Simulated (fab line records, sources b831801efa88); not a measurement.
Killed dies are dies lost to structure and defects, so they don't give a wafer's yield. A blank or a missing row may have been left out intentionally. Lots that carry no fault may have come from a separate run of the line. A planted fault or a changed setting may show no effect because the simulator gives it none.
Chamber matching	flow sky130	4 sister chambers for SKY_VIA3_ETCH_14 on rie-diel-02
The step etches BARC in N2/H2, stops on SiO2, time 45.9 s, target depth 60 nm. 16 wafers are shown with their chamber, then 8 later ones without.

== WAFERS WITH THEIR CHAMBER ==
wafer	chamber	drypump-motor-current-A (A)	throttle-valve-pct (%)	bias-w (W)
L074.2	3	5.8	13.214	99.84
L074.5	0	5.8	13.230	100.50
L074.6	3	5.9	13.222	100.09
L076.1	1	6.1	13.233	99.74
L076.3	2	5.4	13.233	99.58
L076.6	0	5.8	13.225	99.58
L078.1	0	5.8	13.211	100.24
L078.2	2	5.4	13.228	99.89
L078.4	3	5.8	13.226	99.88
L081.1	0	5.8	13.230	100.00
L081.3	2	5.4	13.219	100.00
L081.4	3	5.9	13.217	100.35
L083.2	0	5.8	13.221	99.82
L083.5	1	6.1	13.238	99.84
L083.6	0	5.8	13.214	100.22
L086.1	2	5.4	13.213	99.45

SIGNATURES (averages over the wafers above)
reading	chamber 0	chamber 1	chamber 2	chamber 3	scatter within a chamber
drypump-motor-current-A	5.800	6.100	5.400	5.850	0.0289
throttle-valve-pct	13.22183	13.23550	13.22325	13.21975	0.00742
bias-w	100.0600	99.7900	99.7300	100.0400	0.276
Rule: a wafer lies at a distance from a chamber equal to the root of the sum of squares, over the readings, of (its reading less the chamber's mean, divided by the reading's scatter). If the next closest chamber is less than 2 further off than the closest, the wafer can't be placed; otherwise it belongs to the closest. How the scatter is found: for the shown wafers, subtract from each reading the mean of its chamber, square and add these, divide the total by (wafers less chambers), then take the root.

== WAFERS MISSING THEIR CHAMBER ==
wafer	drypump-motor-current-A (A)	throttle-valve-pct (%)	bias-w (W)
L086.3	6.1	13.223	99.95
L086.4	5.8	13.224	99.79
L088.3	5.8	13.226	100.39
L088.4	5.9	13.213	99.66
L088.5	5.5	13.230	100.11
L092.3	6.1	13.220	100.03
L092.4	5.4	13.232	100.10
L092.6	6.1	13.216	99.92

== THE CHAMBER EACH PASSED THROUGH ==
wafer	from the rows above	in truth
L086.3	1	1
L086.4	can't be placed: 0 or 3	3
L088.3	can't be placed: 0 or 3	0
L088.4	can't be placed: 3 or 0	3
L088.5	2	2
L092.3	1	1
L092.4	2	2
L092.6	1	1
Correct placement for 5 of the 8. Unplaceable from these rows: 3, with the true chamber sitting among the candidates in 3. Number placed wrongly: 0.
